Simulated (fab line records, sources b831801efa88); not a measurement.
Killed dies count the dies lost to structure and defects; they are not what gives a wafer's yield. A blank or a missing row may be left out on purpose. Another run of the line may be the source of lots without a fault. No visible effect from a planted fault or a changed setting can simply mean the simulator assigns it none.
Which of the tools did it? :: flow sky130 :: 14 lots with 42 wafers sampled at 4 steps, on a route of 708 steps

## WHAT EACH GAUGE READ, for each wafer
SKY_SD_N_RS_MEAS_17: a four-point-probe measurement.
lot: L881
measured: day 28 03:27
on: film-metro-03
SD_P_RS (ohm/sq): 146.5 146.5 146.7

lot: L880
measured: day 28 03:50
on: film-metro-01
SD_P_RS (ohm/sq): 147.2 147.5 147.3

lot: L882
measured: day 28 11:20
on: film-metro-01
SD_P_RS (ohm/sq): 147.2 147.4 146.9

lot: L885
measured: day 29 18:07
on: film-metro-01
SD_P_RS (ohm/sq): 147.9 147.7 147.7

lot: L884
measured: day 29 19:50
on: film-metro-01
SD_P_RS (ohm/sq): 147.6 147.8 147.6

lot: L886
measured: day 29 20:53
on: film-metro-01
SD_P_RS (ohm/sq): 147.0 147.0 147.4

lot: L887
measured: day 30 14:00
on: film-metro-01
SD_P_RS (ohm/sq): 147.0 147.6 147.4

lot: L889
measured: day 31 07:16
on: film-metro-01
SD_P_RS (ohm/sq): 147.2 147.5 147.3

lot: L890
measured: day 31 08:27
on: film-metro-01
SD_P_RS (ohm/sq): 146.8 146.8 146.8

lot: L897
measured: day 34 03:14
on: film-metro-02
SD_P_RS (ohm/sq): 146.3 147.1 146.7

lot: L899
measured: day 34 05:58
on: film-metro-03
SD_P_RS (ohm/sq): 147.4 147.8 147.4

lot: L901
measured: day 34 19:00
on: film-metro-03
SD_P_RS (ohm/sq): 147.0 146.9 147.5

lot: L902
measured: day 34 19:28
on: film-metro-01
SD_P_RS (ohm/sq): 147.4 147.5 147.3

lot: L903
measured: day 35 06:47
on: film-metro-02
SD_P_RS (ohm/sq): 146.7 146.9 147.1

SKY_CONTACT_CD_MEAS_14: the cd target is 170 nm.
lot: L881
measured: day 31 17:06
on: cd-sem-01
cd-nm (nm): 169.8 170.9 171.2

lot: L880
measured: day 31 18:25
on: cd-sem-01
cd-nm (nm): 171.0 169.8 171.1

lot: L882
measured: day 32 02:40
on: cd-sem-01
cd-nm (nm): 169.2 168.9 168.3

lot: L885
measured: day 33 06:49
on: cd-sem-01
cd-nm (nm): 169.2 171.0 170.8

lot: L884
measured: day 33 10:07
on: cd-sem-02
cd-nm (nm): 169.3 170.1 169.6

lot: L886
measured: day 33 10:58
on: cd-sem-02
cd-nm (nm): 169.3 169.6 170.8

lot: L887
measured: day 34 03:08
on: cd-sem-02
cd-nm (nm): 170.6 169.2 170.9

lot: L889
measured: day 34 20:07
on: cd-sem-01
cd-nm (nm): - - -

lot: L890
measured: day 34 20:34
on: cd-sem-02
cd-nm (nm): - - -

lot: L897
measured: day 37 14:04
on: cd-sem-02
cd-nm (nm): 168.8 170.4 169.5

lot: L899
measured: day 37 15:43
on: cd-sem-02
cd-nm (nm): 170.2 170.3 169.5

lot: L901
measured: day 38 04:32
on: cd-sem-02
cd-nm (nm): 169.4 169.5 168.4

lot: L902
measured: day 38 05:29
on: cd-sem-02
cd-nm (nm): 169.4 170.8 169.2

lot: L903
measured: day 38 15:46
on: cd-sem-01
cd-nm (nm): 172.1 171.5 171.8

## WHICH TOOL RAN EACH LOT (tool, then ch and the chambers of the sampled wafers, then the start)
lot: L881
SKY_SD_N_RTA_14: rtp-anneal-01 ch 0, day 28 03:09
SKY_CONTACT_EXPOSE_11: krf-scanner-02 ch 0, day 31 03:32

lot: L880
SKY_SD_N_RTA_14: rtp-anneal-02 ch 0, day 28 03:32
SKY_CONTACT_EXPOSE_11: krf-scanner-01 ch 0, day 31 04:59

lot: L882
SKY_SD_N_RTA_14: rtp-anneal-01 ch 0, day 28 11:01
SKY_CONTACT_EXPOSE_11: krf-scanner-01 ch 0, day 31 12:29

lot: L885
SKY_SD_N_RTA_14: rtp-anneal-01 ch 0, day 29 17:49
SKY_CONTACT_EXPOSE_11: krf-scanner-01 ch 0, day 32 17:25

lot: L884
SKY_SD_N_RTA_14: rtp-anneal-02 ch 0, day 29 19:32
SKY_CONTACT_EXPOSE_11: krf-scanner-02 ch 0, day 32 20:38

lot: L886
SKY_SD_N_RTA_14: rtp-anneal-01 ch 0, day 29 20:34
SKY_CONTACT_EXPOSE_11: krf-scanner-01 ch 0, day 32 21:50

lot: L887
SKY_SD_N_RTA_14: rtp-anneal-02 ch 0, day 30 13:42
SKY_CONTACT_EXPOSE_11: krf-scanner-01 ch 0, day 33 13:53

lot: L889
SKY_SD_N_RTA_14: rtp-anneal-02 ch 0, day 31 06:58
SKY_CONTACT_EXPOSE_11: krf-scanner-02, day 34 07:47

lot: L890
SKY_SD_N_RTA_14: rtp-anneal-01 ch 0, day 31 08:10
SKY_CONTACT_EXPOSE_11: krf-scanner-01, day 34 08:01

lot: L897
SKY_SD_N_RTA_14: rtp-anneal-01 ch 0, day 34 02:56
SKY_CONTACT_EXPOSE_11: krf-scanner-01 ch 0, day 37 01:22

lot: L899
SKY_SD_N_RTA_14: rtp-anneal-02 ch 0, day 34 05:40
SKY_CONTACT_EXPOSE_11: krf-scanner-01 ch 0, day 37 02:34

lot: L901
SKY_SD_N_RTA_14: rtp-anneal-02 ch 0, day 34 18:42
SKY_CONTACT_EXPOSE_11: krf-scanner-01 ch 0, day 37 16:12

lot: L902
SKY_SD_N_RTA_14: rtp-anneal-01 ch 0, day 34 19:10
SKY_CONTACT_EXPOSE_11: krf-scanner-01 ch 0, day 37 16:38

lot: L903
SKY_SD_N_RTA_14: rtp-anneal-02 ch 0, day 35 06:30
SKY_CONTACT_EXPOSE_11: krf-scanner-01 ch 0, day 38 02:58
- SKY_SD_N_RTA_14: time 2 s.
- SKY_CONTACT_EXPOSE_11: exposes mask CTM1, target cd 170 nm.

## AS READ BY THE TOOLS THEMSELVES (means over the sampled wafers that have a number; for cases with no such wafer, the mark the record gives instead)
SKY_SD_N_RTA_14.
lot: L881
tool: rtp-anneal-01
lamp-power-pct (%): 15.74
wafer_temp_C_max: 1078.3

lot: L880
tool: rtp-anneal-02
lamp-power-pct (%): 15.70
wafer_temp_C_max: 1079.1

lot: L882
tool: rtp-anneal-01
lamp-power-pct (%): 15.79
wafer_temp_C_max: 1078.0

lot: L885
tool: rtp-anneal-01
lamp-power-pct (%): 15.73
wafer_temp_C_max: 1078.0

lot: L884
tool: rtp-anneal-02
lamp-power-pct (%): 15.74
wafer_temp_C_max: 1079.3

lot: L886
tool: rtp-anneal-01
lamp-power-pct (%): 15.73
wafer_temp_C_max: 1076.9

lot: L887
tool: rtp-anneal-02
lamp-power-pct (%): 15.75
wafer_temp_C_max: 1079.0

lot: L889
tool: rtp-anneal-02
lamp-power-pct (%): 15.78
wafer_temp_C_max: 1078.8

lot: L890
tool: rtp-anneal-01
lamp-power-pct (%): 15.72
wafer_temp_C_max: 1078.9

lot: L897
tool: rtp-anneal-01
lamp-power-pct (%): 15.76
wafer_temp_C_max: 1077.1

lot: L899
tool: rtp-anneal-02
lamp-power-pct (%): 15.66
wafer_temp_C_max: 1078.0

lot: L901
tool: rtp-anneal-02
lamp-power-pct (%): 15.76
wafer_temp_C_max: 1078.8

lot: L902
tool: rtp-anneal-01
lamp-power-pct (%): 15.68
wafer_temp_C_max: 1077.9

lot: L903
tool: rtp-anneal-02
lamp-power-pct (%): 15.77
wafer_temp_C_max: 1078.0

SKY_CONTACT_EXPOSE_11.
lot: L881
tool: krf-scanner-02
exposure-dose-mJ-cm2: 37.96
focus-offset-nm (nm): -0.8
stage-vel-mm-s (mm/s): 500.20

lot: L880
tool: krf-scanner-01
exposure-dose-mJ-cm2: 37.95
focus-offset-nm (nm): 0.5
stage-vel-mm-s (mm/s): 499.70

lot: L882
tool: krf-scanner-01
exposure-dose-mJ-cm2: 37.94
focus-offset-nm (nm): 0.5
stage-vel-mm-s (mm/s): 499.90

lot: L885
tool: krf-scanner-01
exposure-dose-mJ-cm2: 37.88
focus-offset-nm (nm): -0.1
stage-vel-mm-s (mm/s): 500.20

lot: L884
tool: krf-scanner-02
exposure-dose-mJ-cm2: 37.98
focus-offset-nm (nm): -0.9
stage-vel-mm-s (mm/s): 499.87

lot: L886
tool: krf-scanner-01
exposure-dose-mJ-cm2: 37.94
focus-offset-nm (nm): -0.4
stage-vel-mm-s (mm/s): 500.00

lot: L887
tool: krf-scanner-01
exposure-dose-mJ-cm2: 37.98
focus-offset-nm (nm): 0.4
stage-vel-mm-s (mm/s): 500.05

lot: L889
tool: krf-scanner-02
exposure-dose-mJ-cm2: -
focus-offset-nm (nm): -
stage-vel-mm-s (mm/s): -

lot: L890
tool: krf-scanner-01
exposure-dose-mJ-cm2: -
focus-offset-nm (nm): -
stage-vel-mm-s (mm/s): -

lot: L897
tool: krf-scanner-01
exposure-dose-mJ-cm2: 37.91
focus-offset-nm (nm): 0.0
stage-vel-mm-s (mm/s): 500.23

lot: L899
tool: krf-scanner-01
exposure-dose-mJ-cm2: 37.91
focus-offset-nm (nm): -0.4
stage-vel-mm-s (mm/s): 499.82

lot: L901
tool: krf-scanner-01
exposure-dose-mJ-cm2: 37.87
focus-offset-nm (nm): 0.5
stage-vel-mm-s (mm/s): 499.97

lot: L902
tool: krf-scanner-01
exposure-dose-mJ-cm2: 37.97
focus-offset-nm (nm): 0.0
stage-vel-mm-s (mm/s): 500.24

lot: L903
tool: krf-scanner-01
exposure-dose-mJ-cm2: 37.91
focus-offset-nm (nm): -0.3
stage-vel-mm-s (mm/s): 500.29

## THE ANSWER, worked out from the rows above alone
Rule: the lots themselves supply what counts as usual. The widest of any qualifying gaps counts: lots, ordered by their means at a reading, are off when they make up no more than a third of the lots, leave a main group of 4 or more, and stand apart from it by 3 or more times the standard deviation of that group's means. A main group is skipped when, at the precision printed for the reading in the tables above, its means are all equal. Also off: a lot with no number at a reading for which 4 or more lots have one. All remaining lots with rows at the step are treated as sound. After the gauges, taken in route order, come the tools' own readings; for these a lot's mean is taken, as printed above. The first step at which some lot is off is used, and at that step the reading that is off furthest; a lot without a number counts as furthest.
Off: L889, L890, at SKY_CONTACT_CD_MEAS_14 (cd-nm). Without a number there: L889, L890. The main group: mean 170.0 nm, standard deviation 0.75.
A tool fits if, at a process step before that reading, it ran every lot that is off, and no sound lot after the first of them. The gauges at SKY_CONTACT_CD_MEAS_14 aren't tried: what is off there is off at SKY_CONTACT_EXPOSE_11 too, on other tools, and a gauge's error can't cause that. Of those tried, none fits.

## WHAT HAD BEEN PUT IN BY THE SIMULATOR
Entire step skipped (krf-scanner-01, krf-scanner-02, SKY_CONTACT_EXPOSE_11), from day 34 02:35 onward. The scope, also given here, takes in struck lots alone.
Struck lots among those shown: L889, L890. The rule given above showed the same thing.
